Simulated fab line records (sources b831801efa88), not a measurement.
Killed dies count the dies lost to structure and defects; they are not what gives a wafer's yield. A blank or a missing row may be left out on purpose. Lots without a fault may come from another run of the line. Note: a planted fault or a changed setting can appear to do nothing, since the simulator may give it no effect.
What tool caused it? || flow sky130 || 10 lots, 30 wafers sampled, at 7 steps of a route of 708

== WHAT EACH GAUGE READ, for each wafer ==
SKY_SD_N_TW_MEAS_12. Usual: SD_N_TW typically reads 3967, with standard deviation 56.
{"lot": "L492", "measured": "day 28 06:15", "on": "film_metro-01", "SD_N_TW": "4047 4059 4058", "flag": ""}
{"lot": "L496", "measured": "day 29 19:32", "on": "film_metro-03", "SD_N_TW": "3906 3907 3895", "flag": ""}
{"lot": "L501", "measured": "day 31 12:41", "on": "film_metro-01", "SD_N_TW": "4293 4301 4284", "flag": "OFF"}
{"lot": "L504", "measured": "day 32 06:03", "on": "film_metro-03", "SD_N_TW": "4157 4157 4173", "flag": "OFF"}
{"lot": "L507", "measured": "day 33 05:09", "on": "film_metro-03", "SD_N_TW": "3916 3911 3907", "flag": ""}
{"lot": "L509", "measured": "day 34 06:48", "on": "film_metro-03", "SD_N_TW": "3920 3938 3873", "flag": ""}
{"lot": "L510", "measured": "day 34 05:16", "on": "film_metro-01", "SD_N_TW": "4010 4008 3989", "flag": ""}
{"lot": "L512", "measured": "day 34 16:23", "on": "film_metro-01", "SD_N_TW": "4007 3998 3989", "flag": ""}
{"lot": "L513", "measured": "day 34 22:57", "on": "film_metro-03", "SD_N_TW": "3917 3938 3930", "flag": ""}
{"lot": "L515", "measured": "day 35 13:14", "on": "film_metro-02", "SD_N_TW": "3979 4007 4004", "flag": ""}

SKY_SD_N_RS_MEAS_16: measures by four-point-probe. Usual: SD_N_RS typically reads 68.55 ohm/sq, with standard deviation 0.12.
{"lot": "L492", "measured": "day 28 06:35", "on": "film_metro-03", "SD_N_RS (ohm/sq)": "68.43 68.41 68.35", "flag": ""}
{"lot": "L496", "measured": "day 29 19:50", "on": "film_metro-02", "SD_N_RS (ohm/sq)": "68.74 68.82 68.68", "flag": ""}
{"lot": "L501", "measured": "day 31 12:59", "on": "film_metro-01", "SD_N_RS (ohm/sq)": "60.46 60.29 60.40", "flag": "OFF"}
{"lot": "L504", "measured": "day 32 06:20", "on": "film_metro-02", "SD_N_RS (ohm/sq)": "60.44 60.43 60.53", "flag": "OFF"}
{"lot": "L507", "measured": "day 33 05:26", "on": "film_metro-01", "SD_N_RS (ohm/sq)": "68.60 68.61 68.58", "flag": ""}
{"lot": "L509", "measured": "day 34 07:05", "on": "film_metro-02", "SD_N_RS (ohm/sq)": "68.64 68.66 68.34", "flag": ""}
{"lot": "L510", "measured": "day 34 05:33", "on": "film_metro-02", "SD_N_RS (ohm/sq)": "68.74 68.68 68.69", "flag": ""}
{"lot": "L512", "measured": "day 34 16:40", "on": "film_metro-03", "SD_N_RS (ohm/sq)": "68.52 68.49 68.67", "flag": ""}
{"lot": "L513", "measured": "day 34 23:14", "on": "film_metro-02", "SD_N_RS (ohm/sq)": "68.62 68.62 68.59", "flag": ""}
{"lot": "L515", "measured": "day 35 13:32", "on": "film_metro-01", "SD_N_RS (ohm/sq)": "68.40 68.35 68.51", "flag": ""}

SKY_LI_CONTACT_OVL_MEAS_13. Usual: LI_CONTACT_OVL typically reads 3 nm, with standard deviation 5.7.
{"lot": "L492", "measured": "day 29 12:19", "on": "overlay-01", "LI_CONTACT_OVL (nm)": "13 11 9", "flag": ""}
{"lot": "L496", "measured": "day 31 00:31", "on": "overlay-01", "LI_CONTACT_OVL (nm)": "10 10 6", "flag": ""}
{"lot": "L501", "measured": "day 32 17:26", "on": "overlay-01", "LI_CONTACT_OVL (nm)": "-3 -2 -3", "flag": ""}
{"lot": "L504", "measured": "day 33 10:46", "on": "overlay-02", "LI_CONTACT_OVL (nm)": "10 5 9", "flag": ""}
{"lot": "L507", "measured": "day 34 09:29", "on": "overlay-02", "LI_CONTACT_OVL (nm)": "-2 -7 -9", "flag": ""}
{"lot": "L509", "measured": "day 35 11:05", "on": "overlay-01", "LI_CONTACT_OVL (nm)": "3 -3 1", "flag": ""}
{"lot": "L510", "measured": "day 35 09:26", "on": "overlay-01", "LI_CONTACT_OVL (nm)": "8 9 6", "flag": ""}
{"lot": "L512", "measured": "day 35 20:38", "on": "overlay-02", "LI_CONTACT_OVL (nm)": "2 -1 -1", "flag": ""}
{"lot": "L513", "measured": "day 36 03:08", "on": "overlay-01", "LI_CONTACT_OVL (nm)": "3 7 8", "flag": ""}
{"lot": "L515", "measured": "day 36 17:22", "on": "overlay-01", "LI_CONTACT_OVL (nm)": "-2 5 6", "flag": ""}

== TOOL THAT RAN EACH LOT (tool first, then ch and the chambers of the sampled wafers, then the start) ==
{"lot": "L492", "SKY_NWELL_RTA_28": "rtp_anneal-01 ch 0, day 5 10:08", "SKY_SD_N_IMPLANT_09": "implanter-03 ch 0, day 28 05:51", "SKY_SD_N_STRIP_11": "plasma_asher-04 ch 0,1, day 28 06:09", "SKY_SD_N_RTA_14": "rtp_anneal-01 ch 0, day 28 06:25"}
{"lot": "L496", "SKY_NWELL_RTA_28": "rtp_anneal-02 ch 0, day 6 09:53", "SKY_SD_N_IMPLANT_09": "implanter-03 ch 0, day 29 19:10", "SKY_SD_N_STRIP_11": "plasma_asher-04 ch 0,1, day 29 19:26", "SKY_SD_N_RTA_14": "rtp_anneal-01 ch 0, day 29 19:39"}
{"lot": "L501", "SKY_NWELL_RTA_28": "rtp_anneal-02 ch 0, day 7 14:49", "SKY_SD_N_IMPLANT_09": "implanter-03 ch 0, day 31 12:19", "SKY_SD_N_STRIP_11": "plasma_asher-03 ch 0,1, day 31 12:35", "SKY_SD_N_RTA_14": "rtp_anneal-02 ch 0, day 31 12:48"}
{"lot": "L504", "SKY_NWELL_RTA_28": "rtp_anneal-02 ch 0, day 8 09:31", "SKY_SD_N_IMPLANT_09": "implanter-03 ch 0, day 32 05:39", "SKY_SD_N_STRIP_11": "plasma_asher-03 ch 0,1, day 32 05:57", "SKY_SD_N_RTA_14": "rtp_anneal-01 ch 0, day 32 06:10"}
{"lot": "L507", "SKY_NWELL_RTA_28": "rtp_anneal-01 ch 0, day 9 04:41", "SKY_SD_N_IMPLANT_09": "implanter-01 ch 0, day 33 04:45", "SKY_SD_N_STRIP_11": "plasma_asher-03 ch 0,1, day 33 05:03", "SKY_SD_N_RTA_14": "rtp_anneal-01 ch 0, day 33 05:16"}
{"lot": "L509", "SKY_NWELL_RTA_28": "rtp_anneal-01 ch 0, day 9 20:40", "SKY_SD_N_IMPLANT_09": "implanter-01 ch 0, day 34 06:24", "SKY_SD_N_STRIP_11": "plasma_asher-03 ch 0,1, day 34 06:42", "SKY_SD_N_RTA_14": "rtp_anneal-02 ch 0, day 34 06:55"}
{"lot": "L510", "SKY_NWELL_RTA_28": "rtp_anneal-01 ch 0, day 10 00:01", "SKY_SD_N_IMPLANT_09": "implanter-01 ch 0, day 34 04:53", "SKY_SD_N_STRIP_11": "plasma_asher-01 ch 0,1, day 34 05:09", "SKY_SD_N_RTA_14": "rtp_anneal-01 ch 0, day 34 05:22"}
{"lot": "L512", "SKY_NWELL_RTA_28": "rtp_anneal-02 ch 0, day 10 11:20", "SKY_SD_N_IMPLANT_09": "implanter-03 ch 0, day 34 15:59", "SKY_SD_N_STRIP_11": "plasma_asher-04 ch 0,1, day 34 16:17", "SKY_SD_N_RTA_14": "rtp_anneal-02 ch 0, day 34 16:30"}
{"lot": "L513", "SKY_NWELL_RTA_28": "rtp_anneal-02 ch 0, day 10 19:10", "SKY_SD_N_IMPLANT_09": "implanter-03 ch 0, day 34 22:33", "SKY_SD_N_STRIP_11": "plasma_asher-03 ch 0,1, day 34 22:51", "SKY_SD_N_RTA_14": "rtp_anneal-01 ch 0, day 34 23:04"}
{"lot": "L515", "SKY_NWELL_RTA_28": "rtp_anneal-02 ch 0, day 11 05:19", "SKY_SD_N_IMPLANT_09": "implanter-01 ch 0, day 35 12:52", "SKY_SD_N_STRIP_11": "plasma_asher-01 ch 0,1, day 35 13:08", "SKY_SD_N_RTA_14": "rtp_anneal-01 ch 0, day 35 13:21"}
- SKY_NWELL_RTA_28: time 30 s.
- SKY_SD_N_IMPLANT_09
- SKY_SD_N_STRIP_11: strips in O2/N2.
- SKY_SD_N_RTA_14: time 2 s.

== WHAT THE TOOLS THEMSELVES READ (means of the sampled wafers that have a number; where no wafer has one, the mark that the record gives instead) ==
SKY_NWELL_RTA_28. Usual: lamp_power_pct 25.31 %, standard deviation 0.049; ramp_down_c_per_s 90.000, standard deviation 0.015; wafer_temp_C_max 1054.7, standard deviation 0.92.
{"lot": "L492", "tool": "rtp_anneal-01", "lamp_power_pct (%)": 25.33, "ramp_down_c_per_s": 90.000, "wafer_temp_C_max": 1055.0, "flag": ""}
{"lot": "L496", "tool": "rtp_anneal-02", "lamp_power_pct (%)": 25.29, "ramp_down_c_per_s": 89.997, "wafer_temp_C_max": 1054.3, "flag": ""}
{"lot": "L501", "tool": "rtp_anneal-02", "lamp_power_pct (%)": 25.32, "ramp_down_c_per_s": 90.014, "wafer_temp_C_max": 1056.0, "flag": ""}
{"lot": "L504", "tool": "rtp_anneal-02", "lamp_power_pct (%)": 25.35, "ramp_down_c_per_s": 90.002, "wafer_temp_C_max": 1054.8, "flag": ""}
{"lot": "L507", "tool": "rtp_anneal-01", "lamp_power_pct (%)": 25.30, "ramp_down_c_per_s": 90.002, "wafer_temp_C_max": 1054.1, "flag": ""}
{"lot": "L509", "tool": "rtp_anneal-01", "lamp_power_pct (%)": 25.29, "ramp_down_c_per_s": 90.004, "wafer_temp_C_max": 1054.7, "flag": ""}
{"lot": "L510", "tool": "rtp_anneal-01", "lamp_power_pct (%)": 25.31, "ramp_down_c_per_s": 89.999, "wafer_temp_C_max": 1056.0, "flag": ""}
{"lot": "L512", "tool": "rtp_anneal-02", "lamp_power_pct (%)": 25.28, "ramp_down_c_per_s": 89.989, "wafer_temp_C_max": 1054.5, "flag": ""}
{"lot": "L513", "tool": "rtp_anneal-02", "lamp_power_pct (%)": 25.34, "ramp_down_c_per_s": 90.021, "wafer_temp_C_max": 1055.1, "flag": ""}
{"lot": "L515", "tool": "rtp_anneal-02", "lamp_power_pct (%)": 25.26, "ramp_down_c_per_s": 89.994, "wafer_temp_C_max": 1054.6, "flag": ""}

SKY_SD_N_IMPLANT_09. Usual: beam_energy_keV 50.003, standard deviation 0.015.
{"lot": "L492", "tool": "implanter-03", "beam_energy_keV": 49.996, "flag": ""}
{"lot": "L496", "tool": "implanter-03", "beam_energy_keV": 50.007, "flag": ""}
{"lot": "L501", "tool": "implanter-03", "beam_energy_keV": 63.204, "flag": "OFF"}
{"lot": "L504", "tool": "implanter-03", "beam_energy_keV": 63.182, "flag": "OFF"}
{"lot": "L507", "tool": "implanter-01", "beam_energy_keV": 49.994, "flag": ""}
{"lot": "L509", "tool": "implanter-01", "beam_energy_keV": 49.994, "flag": ""}
{"lot": "L510", "tool": "implanter-01", "beam_energy_keV": 50.015, "flag": ""}
{"lot": "L512", "tool": "implanter-03", "beam_energy_keV": 50.020, "flag": ""}
{"lot": "L513", "tool": "implanter-03", "beam_energy_keV": 50.017, "flag": ""}
{"lot": "L515", "tool": "implanter-01", "beam_energy_keV": 50.014, "flag": ""}

SKY_SD_N_STRIP_11. Usual: drypump_motor_current_A 5.8 A, standard deviation 0.39; oes_product_au 0.527 a.u., standard deviation 0.0044; strip_time_to_endpoint_s 22.58 s, standard deviation 0.039.
{"lot": "L492", "tool": "plasma_asher-04", "drypump_motor_current_A (A)": 5.6, "oes_product_au (a.u.)": 0.523, "strip_time_to_endpoint_s (s)": 22.60, "flag": ""}
{"lot": "L496", "tool": "plasma_asher-04", "drypump_motor_current_A (A)": 5.4, "oes_product_au (a.u.)": 0.531, "strip_time_to_endpoint_s (s)": 22.53, "flag": ""}
{"lot": "L501", "tool": "plasma_asher-03", "drypump_motor_current_A (A)": 6.0, "oes_product_au (a.u.)": 0.506, "strip_time_to_endpoint_s (s)": 24.55, "flag": "OFF"}
{"lot": "L504", "tool": "plasma_asher-03", "drypump_motor_current_A (A)": 6.0, "oes_product_au (a.u.)": 0.504, "strip_time_to_endpoint_s (s)": 24.55, "flag": "OFF"}
{"lot": "L507", "tool": "plasma_asher-03", "drypump_motor_current_A (A)": 6.0, "oes_product_au (a.u.)": 0.526, "strip_time_to_endpoint_s (s)": 22.53, "flag": ""}
{"lot": "L509", "tool": "plasma_asher-03", "drypump_motor_current_A (A)": 6.0, "oes_product_au (a.u.)": 0.524, "strip_time_to_endpoint_s (s)": 22.61, "flag": ""}
{"lot": "L510", "tool": "plasma_asher-01", "drypump_motor_current_A (A)": 5.9, "oes_product_au (a.u.)": 0.527, "strip_time_to_endpoint_s (s)": 22.63, "flag": ""}
{"lot": "L512", "tool": "plasma_asher-04", "drypump_motor_current_A (A)": 5.4, "oes_product_au (a.u.)": 0.526, "strip_time_to_endpoint_s (s)": 22.62, "flag": ""}
{"lot": "L513", "tool": "plasma_asher-03", "drypump_motor_current_A (A)": 6.0, "oes_product_au (a.u.)": 0.533, "strip_time_to_endpoint_s (s)": 22.59, "flag": ""}
{"lot": "L515", "tool": "plasma_asher-01", "drypump_motor_current_A (A)": 5.6, "oes_product_au (a.u.)": 0.528, "strip_time_to_endpoint_s (s)": 22.59, "flag": ""}

SKY_SD_N_RTA_14. Usual: lamp_power_pct 15.74 %, standard deviation 0.053; ramp_down_c_per_s 89.999, standard deviation 0.016; wafer_temp_C_max 1078.3, standard deviation 1.4.
{"lot": "L492", "tool": "rtp_anneal-01", "lamp_power_pct (%)": 15.72, "ramp_down_c_per_s": 89.987, "wafer_temp_C_max": 1077.6, "flag": ""}
{"lot": "L496", "tool": "rtp_anneal-01", "lamp_power_pct (%)": 15.74, "ramp_down_c_per_s": 90.004, "wafer_temp_C_max": 1077.0, "flag": ""}
{"lot": "L501", "tool": "rtp_anneal-02", "lamp_power_pct (%)": 15.72, "ramp_down_c_per_s": 90.003, "wafer_temp_C_max": 1078.6, "flag": ""}
{"lot": "L504", "tool": "rtp_anneal-01", "lamp_power_pct (%)": 15.76, "ramp_down_c_per_s": 89.998, "wafer_temp_C_max": 1078.9, "flag": ""}
{"lot": "L507", "tool": "rtp_anneal-01", "lamp_power_pct (%)": 15.76, "ramp_down_c_per_s": 89.997, "wafer_temp_C_max": 1076.3, "flag": ""}
{"lot": "L509", "tool": "rtp_anneal-02", "lamp_power_pct (%)": 15.78, "ramp_down_c_per_s": 90.003, "wafer_temp_C_max": 1080.5, "flag": ""}
{"lot": "L510", "tool": "rtp_anneal-01", "lamp_power_pct (%)": 15.74, "ramp_down_c_per_s": 89.988, "wafer_temp_C_max": 1076.7, "flag": ""}
{"lot": "L512", "tool": "rtp_anneal-02", "lamp_power_pct (%)": 15.80, "ramp_down_c_per_s": 90.008, "wafer_temp_C_max": 1077.5, "flag": ""}
{"lot": "L513", "tool": "rtp_anneal-01", "lamp_power_pct (%)": 15.72, "ramp_down_c_per_s": 89.987, "wafer_temp_C_max": 1079.3, "flag": ""}
{"lot": "L515", "tool": "rtp_anneal-01", "lamp_power_pct (%)": 15.74, "ramp_down_c_per_s": 90.008, "wafer_temp_C_max": 1079.0, "flag": ""}

== THE ANSWER, worked out from the rows above alone ==
Rule: lot off if the mean of its wafers having a number is beyond 3 standard deviations from the usual mean. A lot without any number at a reading at which 4 lots or more have one is off too. The other lots that the step has rows for count as sound. After the gauges, taken in route order, come the tools' own readings; for these a lot's mean is taken, as printed above. At the first step where some lot is off, the reading lying furthest off is the one used; lots without a number count as furthest.
Off: at SKY_SD_N_TW_MEAS_12 (SD_N_TW), L501, L504.
If a tool, at a process step before that reading, ran all the lots that are off and no sound lot after the first of them, it fits. The gauges at SKY_SD_N_TW_MEAS_12 aren't tried: what is off there is off at SKY_SD_N_IMPLANT_09 too, on other tools, and a gauge's error can't cause that. None of those tried fits.

== WHAT THE SIMULATOR PUT IN ==
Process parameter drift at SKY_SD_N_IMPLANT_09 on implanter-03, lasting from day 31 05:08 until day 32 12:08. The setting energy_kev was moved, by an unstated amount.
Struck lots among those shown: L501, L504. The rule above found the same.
